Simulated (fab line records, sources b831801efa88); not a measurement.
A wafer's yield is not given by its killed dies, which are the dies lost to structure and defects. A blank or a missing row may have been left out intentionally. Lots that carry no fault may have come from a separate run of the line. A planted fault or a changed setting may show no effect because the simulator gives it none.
fab line records	flow sfq-line
record lots=15	wafers=45	last-day=87
route steps=325 shown I5@238 I7@297
lots with no fault: from the same line, run without faults
start-h: start of the lot's first displayed wafer, in hours after the record's first day	wait-h: how many hours have passed since the lot's step before this one	" repeats the value in the row above	L1.1+2: several wafers, shown together as one row	- no value, or no start was given	* or withheld: withheld	< > ~ a bound
route shown NAME@n: names a module that has steps shown in the file, with the first one's number in the route	usual: mean/standard deviation of fault-free wafers	same: alike in all rows	chamber/n: place in a boat	sites: the reading at each site	_std_site: standard deviation across them	_edge_site: inner sites' mean taken away from outer sites' mean	radius-mm: for every site, how far away it sits from the centre of the wafer	mask NAME#n: copy n	behind: tool/chamber where the wafer was last shaped	hold: why the lot was held/for how many hours/how that ended	device: transistor that didn't switch, given as n, p or np	end of line: the same wafers' tests at the end of the route	for a step that has no rows: nothing shown but its recipe	killed: dies that structure and defects cost at the first sort, which is not the same as the wafer's yield	map: dies across one wafer; x = killed, . = not, _ = none there
set.NAME: the setting the step ran with; set.NAME@STEP: the setting that earlier step ran with	model.NAME: the simulator's own value behind a step, which no gauge read
route steps across a sampled set of lots; one table per step, one row per wafer
services: when a tool's chamber went out of use (start-h, in hours from the record's first day, below 0 if earlier), for how many hours, and the reason
## steps
# step SFQ_TRILAYER_I5_STRIP_STRIP_148
# recipe gas=O2	power-w=200	platen-temp-c=40	overash-fraction=0.65	chemistry=O2	pressure-mtorr=50
# usual drypump-motor-current-A=5.5/0.51	he-backside-leak-sccm=3.48/0.29	oes-product-au=0.998/0.0072
# same overash-fraction=0.65
lot.wafer	tool	chamber	start-h	wait-h	drypump-motor-current-A	he-backside-leak-sccm	oes-product-au	rf-hours-counter-h
L688.2	rie-metal-03	0	1427.66	-	5.1	3.60	1.001	53
L688.4	"	0	"	"	5.1	3.67	1.005	-
L688.6	"	0	"	"	5.1	3.51	0.996	-
L689.1	rie-metal-02	1	1433.66	-	5.7	3.51	0.994	61
L689.3	"	0	"	"	5.5	3.39	0.993	-
L689.6	"	1	"	"	5.7	3.42	0.991	-
L690.1	rie-metal-03	1	1444.74	-	6.4	3.39	1.001	32
L690.3	"	1	"	"	6.4	3.22	0.992	-
L690.4	"	0	"	"	5.1	3.45	1.000	-
L691.1	rie-metal-03	0	1505.91	-	5.1	3.34	0.990	67
L691.2	"	1	"	"	6.4	3.36	1.000	42
L691.5	"	0	"	"	5.1	3.32	0.999	-
L692.2	rie-metal-04	1	1510.46	-	5.5	3.61	1.002	60
L692.5	"	1	"	"	5.5	3.63	1.003	-
L692.6	"	0	"	"	4.9	3.68	1.003	-
L693.3	rie-metal-02	1	1624.61	-	5.7	3.46	0.997	-
L693.4	"	1	"	"	5.7	3.57	1.003	-
L693.6	"	1	"	"	5.7	3.15	1.000	-
L694.1	rie-metal-03	1	1632.61	-	6.4	6.41	0.996	57
L694.2	"	0	"	"	5.1	3.58	1.007	86
L694.3	"	0	"	"	5.1	3.55	1.016	-
L695.2	rie-metal-03	1	1675.81	-	6.4	3.21	1.000	61
L695.4	"	1	"	"	6.4	3.19	1.002	-
L695.6	"	1	"	"	6.4	3.34	0.998	-
L703.1	rie-metal-03	0	1709.37	-	5.1	3.58	1.006	97
L703.3	"	0	"	"	5.1	3.62	0.998	-
L703.5	"	1	"	"	6.4	3.33	1.008	-
L705.1	rie-metal-04	0	1723.77	-	4.9	3.56	1.003	15
L705.3	"	1	"	"	5.5	3.42	0.996	-
L705.6	"	1	"	"	5.5	3.48	0.995	-
L706.2	rie-metal-03	1	1727.50	-	6.4	3.34	1.002	68
L706.5	"	0	"	"	5.1	3.55	1.000	-
L706.6	"	1	"	"	6.4	3.44	1.001	-
L708.1	rie-metal-02	0	1744.42	-	5.5	3.56	0.982	73
L708.4	"	1	"	"	5.7	3.54	0.992	-
L708.5	"	1	"	"	5.7	3.17	0.993	-
L709.1	rie-metal-04	0	1748.02	-	4.9	3.51	1.005	18
L709.3	"	1	"	"	5.5	3.63	1.000	-
L709.6	"	0	"	"	4.9	3.43	0.997	-
L710.3	rie-metal-02	0	1753.22	-	5.5	3.53	0.984	-
L710.4	"	0	"	"	5.5	3.19	0.995	-
L710.5	"	0	"	"	5.5	3.31	0.986	-
L711.1	rie-metal-03	1	1756.42	-	6.4	3.40	1.009	72
L711.2	"	0	"	"	5.2	3.56	1.008	103
L711.3	"	0	"	"	5.1	3.40	1.003	-
# step SFQ_TRILAYER_I7_CMP_CMP_184
# recipe material=SiO2	down-force-psi=3	platen-rpm=60	pad-velocity-m-s=0.94248
# usual motor-current-A=9.7/0.93	time-to-endpoint-s=218/6.3
lot.wafer	tool	chamber	start-h	wait-h	motor-current-A	time-to-endpoint-s
L688.2	cmp-01	2	1721.02	0.0	9.0	212
L688.4	"	1	1722.52	1.5	9.8	214
L688.6	"	3	1723.52	2.5	8.4	220
L689.1	cmp-01	0	1731.74	1.0	10.3	217
L689.3	"	1	"	"	9.6	219
L689.6	"	3	1733.24	2.5	8.6	226
L690.3	cmp-02	0	1771.77	0.0	9.3	210
L690.4	"	2	1772.77	1.0	9.7	224
L690.1	"	3	"	"	12.3	220
L691.2	cmp-02	2	1775.27	1.7	9.7	221
L691.1	"	0	1776.27	2.7	9.7	215
L691.5	"	1	"	"	9.8	221
L692.2	cmp-02	2	1778.27	2.0	9.9	272
L692.5	"	1	1779.77	3.5	9.6	223
L692.6	"	2	"	"	9.8	225
L693.4	cmp-01	1	1778.81	1.3	9.6	223
L693.3	"	3	1779.81	2.4	8.5	221
L693.6	"	0	"	"	10.2	225
L694.3	cmp-02	0	1783.49	0.0	9.9	214
L694.1	"	1	"	"	9.3	274
L694.2	"	2	"	"	9.6	280
L695.2	cmp-02	3	1808.29	0.5	11.3	270
L695.4	"	0	"	"	9.8	285
L695.6	"	2	1809.79	2.0	9.4	214
L703.1	cmp-01	1	1840.79	1.4	9.8	220
L703.3	"	3	1841.79	2.4	8.4	221
L703.5	"	2	1843.29	3.8	9.1	225
L705.1	cmp-01	3	1850.84	1.0	8.7	216
L705.3	"	0	"	"	9.9	213
L705.6	"	3	1852.84	3.0	8.4	222
L706.2	cmp-01	3	1856.84	2.2	8.5	218
L706.6	"	2	1858.34	3.7	8.8	215
L706.5	"	3	"	"	8.2	224
L708.4	cmp-02	0	1971.04	0.0	9.5	208
L708.1	"	2	1972.04	1.1	9.5	216
L708.5	"	0	1973.04	2.0	9.8	210
L709.3	cmp-02	1	2052.52	0.6	9.9	216
L709.1	"	3	2053.52	1.6	12.6	214
L709.6	"	0	"	"	9.9	218
L710.4	cmp-01	0	2055.26	2.2	10.2	222
L710.3	"	2	2056.26	3.2	8.7	217
L710.5	"	3	"	"	8.4	217
L711.2	cmp-02	1	2058.38	0.5	10.2	204
L711.3	"	2	"	"	9.6	203
L711.1	"	3	"	"	12.0	209
# step SFQ_TRILAYER_I7_METRO_MEASURE_185
# usual thk-nm=200.5/1.1
lot.wafer	tool	chamber	start-h	wait-h	thk-nm
L688.2	film-metro-01	-	1724.34	0.3	199.9
L688.4	"	-	"	"	200.2
L688.6	"	-	"	"	200.1
L689.1	film-metro-01	-	1733.86	0.1	199.9
L689.3	"	-	"	"	199.7
L689.6	"	-	"	"	200.3
L690.1	film-metro-01	-	1774.89	0.1	202.1
L690.3	"	-	"	"	200.1
L690.4	"	-	"	"	200.6
L691.1	film-metro-03	-	1777.89	0.1	199.7
L691.2	"	-	"	"	202.3
L691.5	"	-	"	"	200.9
L692.2	film-metro-04	-	1781.09	0.3	305.1
L692.5	"	-	"	"	201.2
L692.6	"	-	"	"	201.6
L693.3	film-metro-01	-	1781.83	0.5	201.1
L693.4	"	-	"	"	201.0
L693.6	"	-	"	"	199.5
L694.1	film-metro-03	-	1786.61	0.1	303.1
L694.2	"	-	"	"	305.8
L694.3	"	-	"	"	200.8
L695.2	film-metro-01	-	1811.11	0.3	303.8
L695.4	"	-	"	"	309.5
L695.6	"	-	"	"	202.3
L703.1	film-metro-01	-	1843.91	0.1	200.5
L703.3	"	-	"	"	200.6
L703.5	"	-	"	"	201.0
L705.1	film-metro-04	-	1853.46	0.1	201.9
L705.3	"	-	"	"	201.1
L705.6	"	-	"	"	201.2
L706.2	film-metro-01	-	1859.66	0.3	201.4
L706.5	"	-	"	"	201.2
L706.6	"	-	"	"	201.4
L708.1	film-metro-03	-	1974.16	0.1	199.3
L708.4	"	-	"	"	198.7
L708.5	"	-	"	"	199.7
L709.1	film-metro-04	-	2055.14	0.1	200.1
L709.3	"	-	"	"	200.5
L709.6	"	-	"	"	200.9
L710.3	film-metro-04	-	2058.28	0.5	201.0
L710.4	"	-	"	"	198.8
L710.5	"	-	"	"	200.1
L711.1	film-metro-01	-	2061.00	0.1	199.5
L711.2	"	-	"	"	198.4
L711.3	"	-	"	"	198.7
# step SFQ_I7_OVL_MEAS_947
# usual I7_OVL=1/5.2
lot.wafer	tool	chamber	start-h	wait-h	I7_OVL[nm]
L688.2	overlay-01	-	1822.96	0.1	-2
L688.4	"	-	"	"	-3
L688.6	"	-	"	"	-5
L689.1	overlay-01	-	1827.75	0.1	7
L689.3	"	-	"	"	0
L689.6	"	-	"	"	3
L690.1	overlay-02	-	1860.75	0.1	-5
L690.3	"	-	"	"	0
L690.4	"	-	"	"	-5
L691.1	overlay-01	-	1865.68	0.1	5
L691.2	"	-	"	"	-1
L691.5	"	-	"	"	-9
L692.2	overlay-02	-	1872.88	0.1	-2
L692.5	"	-	"	"	-2
L692.6	"	-	"	"	0
L693.3	overlay-01	-	1875.29	0.1	7
L693.4	"	-	"	"	2
L693.6	"	-	"	"	7
L694.1	overlay-01	-	1884.48	0.1	-12
L694.2	"	-	"	"	-1
L694.3	"	-	"	"	-8
L695.2	overlay-02	-	1924.34	0.1	6
L695.4	"	-	"	"	2
L695.6	"	-	"	"	1
L703.1	overlay-02	-	1953.13	0.1	-2
L703.3	"	-	"	"	-3
L703.5	"	-	"	"	5
L705.1	overlay-02	-	1962.73	0.1	0
L705.3	"	-	"	"	-4
L705.6	"	-	"	"	9
L706.2	overlay-01	-	1967.72	0.1	7
L706.5	"	-	"	"	3
L706.6	"	-	"	"	5
L708.1	overlay-01	-	1977.61	0.1	1
L708.4	"	-	"	"	1
L708.5	"	-	"	"	-2
L709.1	overlay-01	-	2066.49	0.1	-1
L709.3	"	-	"	"	4
L709.6	"	-	"	"	5
L710.3	overlay-01	-	2067.70	0.1	5
L710.4	"	-	"	"	3
L710.5	"	-	"	"	6
L711.1	overlay-01	-	2069.89	0.1	2
L711.2	"	-	"	"	6
L711.3	"	-	"	"	0
# step SFQ_TRILAYER_I7_VIA_ETCH_VIA_ETCH_190
# recipe target=SiO2	stop-on=Nb	mask-material=PR	taper-deg=20	chemistry=CHF3	target-depth-nm=260	source-w=500	bias-w=80	pressure-mtorr=30	time-s=withheld
# usual drypump-motor-current-A=5.9/0.39	oes-product-au=0.856/0.0056
lot.wafer	tool	chamber	start-h	wait-h	drypump-motor-current-A	oes-product-au
L688.2	rie-diel-01	2	1823.03	0.0	5.9	0.847
L688.4	"	0	"	"	5.5	0.855
L688.6	"	0	"	"	5.5	0.854
L689.1	rie-diel-02	1	1827.83	0.0	5.4	0.852
L689.3	"	2	"	"	6.0	0.853
L689.6	"	3	"	"	5.6	0.855
L690.1	rie-diel-04	3	1860.83	0.0	6.3	0.860
L690.3	"	1	"	"	5.7	0.851
L690.4	"	0	"	"	6.6	0.858
L691.1	rie-diel-04	3	1865.75	0.0	6.2	0.859
L691.2	"	0	"	"	6.5	0.855
L691.5	"	1	"	"	5.7	0.861
L692.2	rie-diel-02	1	1872.95	0.0	5.4	1.001
L692.5	"	3	"	"	5.6	0.862
L692.6	"	0	"	"	5.8	0.860
L693.3	rie-diel-04	2	1875.35	0.0	6.2	0.857
L693.4	"	0	"	"	6.5	0.864
L693.6	"	1	"	"	5.7	0.848
L694.1	rie-diel-04	1	1884.56	0.0	5.8	0.982
L694.2	"	0	"	"	6.6	0.994
L694.3	"	3	"	"	6.2	0.854
L695.2	rie-diel-04	2	1924.41	0.0	6.2	0.990
L695.4	"	3	"	"	6.3	1.002
L695.6	"	1	"	"	5.7	0.860
L703.1	rie-diel-02	3	1953.21	0.0	5.6	0.864
L703.3	"	1	"	"	5.5	0.858
L703.5	"	3	"	"	5.6	0.852
L705.1	rie-diel-01	2	1962.81	0.0	5.9	0.861
L705.3	"	1	"	"	5.1	0.852
L705.6	"	2	"	"	6.0	0.861
L706.2	rie-diel-01	1	1967.79	0.0	5.1	0.860
L706.5	"	3	"	"	5.9	0.860
L706.6	"	0	"	"	5.5	0.867
L708.1	rie-diel-02	2	1977.69	0.0	6.0	0.850
L708.4	"	1	"	"	5.4	0.852
L708.5	"	1	"	"	5.4	0.861
L709.1	rie-diel-02	2	2066.57	0.0	6.0	0.848
L709.3	"	3	"	"	5.6	0.849
L709.6	"	1	"	"	5.5	0.854
L710.3	rie-diel-01	2	2067.77	0.0	5.9	0.863
L710.4	"	0	"	"	5.5	0.849
L710.5	"	0	"	"	5.5	0.854
L711.1	rie-diel-04	1	2069.97	0.0	5.7	0.850
L711.2	"	2	"	"	6.2	0.853
L711.3	"	0	"	"	6.6	0.849
# step SFQ_TRILAYER_I7_VIA_STRIP_STRIP_191
# recipe gas=O2	power-w=200	platen-temp-c=40	overash-fraction=0.65	chemistry=O2	pressure-mtorr=50
# usual drypump-motor-current-A=5.30/0.27	he-backside-leak-sccm=3.51/0.17	oes-product-au=0.999/0.0079
# same overash-fraction=0.65
lot.wafer	tool	chamber	start-h	wait-h	drypump-motor-current-A	he-backside-leak-sccm	oes-product-au	rf-hours-counter-h
L688.2	rie-metal-04	0	1823.14	-	4.88	3.58	1.009	31
L688.4	"	1	"	"	5.47	3.61	0.999	-
L688.6	"	0	"	"	4.86	3.51	1.009	-
L689.1	rie-metal-01	1	1827.94	-	5.40	3.57	1.001	98
L689.3	"	0	"	"	5.33	3.33	1.006	-
L689.6	"	0	"	"	5.35	3.24	1.006	-
L690.1	rie-metal-04	0	1860.94	-	4.89	3.36	1.001	38
L690.3	"	0	"	"	4.88	3.27	1.007	-
L690.4	"	1	"	"	5.47	3.67	0.988	-
L691.1	rie-metal-02	1	1865.87	-	5.68	2.99	1.002	117
L691.2	"	0	"	"	5.45	3.80	0.984	92
L691.5	"	1	"	"	5.69	3.29	0.994	-
L692.2	rie-metal-02	1	1873.07	-	5.67	3.25	0.987	118
L692.5	"	0	"	"	5.46	3.18	0.989	-
L692.6	"	1	"	"	5.71	3.22	0.991	-
L693.3	rie-metal-04	0	1875.67	-	4.86	3.52	1.011	-
L693.4	"	1	"	"	5.44	3.61	0.990	-
L693.6	"	1	"	"	5.46	3.72	0.989	-
L694.1	rie-metal-04	0	1884.67	-	4.86	3.29	1.008	40
L694.2	"	1	"	"	5.44	3.70	0.992	112
L694.3	"	0	"	"	4.87	3.31	1.008	-
L695.2	rie-metal-02	0	1924.72	-	5.48	3.34	0.991	-
L695.4	"	0	"	"	5.49	3.41	0.995	-
L695.6	"	0	"	"	5.50	3.57	0.986	-
L703.1	rie-metal-04	1	1953.32	-	5.43	3.59	0.995	120
L703.3	"	1	"	"	5.44	3.67	0.997	-
L703.5	"	1	"	"	5.43	3.71	1.002	-
L705.1	rie-metal-04	0	1962.92	-	4.87	3.36	1.008	50
L705.3	"	0	"	"	4.88	3.48	0.991	-
L705.6	"	1	"	"	5.48	3.79	1.004	-
L706.2	rie-metal-04	0	1967.90	-	4.85	3.68	0.997	50
L706.5	"	1	"	"	5.46	3.75	1.003	-
L706.6	"	0	"	"	4.90	3.61	1.003	-
L708.1	rie-metal-04	1	1977.80	-	5.47	3.66	0.999	124
L708.4	"	1	"	"	5.46	3.71	1.016	-
L708.5	"	0	"	"	4.87	3.60	1.010	-
L709.1	rie-metal-01	1	2066.68	-	5.40	3.43	1.000	2
L709.3	"	1	"	"	5.39	3.32	0.999	-
L709.6	"	0	"	"	5.36	3.52	0.997	-
L710.3	rie-metal-04	1	2068.08	-	5.46	3.56	0.981	-
L710.4	"	0	"	"	4.91	3.46	1.005	-
L710.5	"	1	"	"	5.46	3.47	0.996	-
L711.1	rie-metal-01	1	2070.08	-	5.38	3.54	1.003	2
L711.2	"	0	"	"	5.31	3.74	0.997	40
L711.3	"	1	"	"	5.39	3.36	1.000	-
## services
tool	chamber	start-h	hours	kind
film-metro-01	-	1411.41	0.6	pm
rie-metal-04	-	1467.17	14.6	pm
cmp-02	-	1491.90	0.3	repair
rie-metal-03	-	1539.30	2.6	repair
film-metro-01	-	1546.87	0.6	pm
cmp-02	-	1549.07	5.4	repair
film-metro-01	-	1574.12	1.3	pm
rie-metal-03	1	1584.04	20.1	repair
cmp-02	-	1584.50	8.3	pm
cmp-02	-	1593.64	9.3	repair
film-metro-01	-	1594.87	1.2	pm
cmp-02	-	1602.91	4.0	pm
rie-metal-04	-	1604.65	2.8	pm
cmp-02	-	1623.91	4.6	pm
film-metro-01	-	1656.41	0.9	pm
rie-metal-03	1	1666.57	6.3	repair
cmp-02	-	1756.25	2.6	repair
rie-metal-03	-	1817.67	0.1	repair
film-metro-01	-	1819.93	0.6	pm
film-metro-01	-	1839.30	2.4	pm
rie-metal-03	1	1889.14	4.3	repair
film-metro-01	-	1901.41	0.7	pm
cmp-02	-	1904.79	3.1	repair
rie-metal-04	-	1998.13	0.9	repair
## key
first-sign step=SFQ_TRILAYER_I7_CMP_CMP_184	reading=time-to-endpoint-s	direction=up	sigmas=9.3	usual=*	struck=*
effect step=SFQ_TRILAYER_I7_METRO_MEASURE_185	reading=thk-nm	direction=up	sigmas=97	usual=200.5	struck=305.5
effect step=SFQ_TRILAYER_I7_VIA_ETCH_VIA_ETCH_190	reading=oes-product-au	direction=up	sigmas=25	usual=0.856	struck=0.994
met-at SFQ_TRILAYER_I7_CMP_CMP_184
struck-lots L692,L694,L695
struck-wafers L692.2,L694.1,L694.2,L695.2,L695.4
not-acting-at SFQ_TRILAYER_I5_STRIP_STRIP_148,SFQ_I7_OVL_MEAS_947,SFQ_TRILAYER_I7_VIA_STRIP_STRIP_191
fault kind=process-parameter-drift	tool=cmp-02	chamber=-	onset-h=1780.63	steps=SFQ_TRILAYER_I7_CMP_CMP_184	channel=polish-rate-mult	offset=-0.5	shape=step	end-h=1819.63	scope=struck-wafers-only
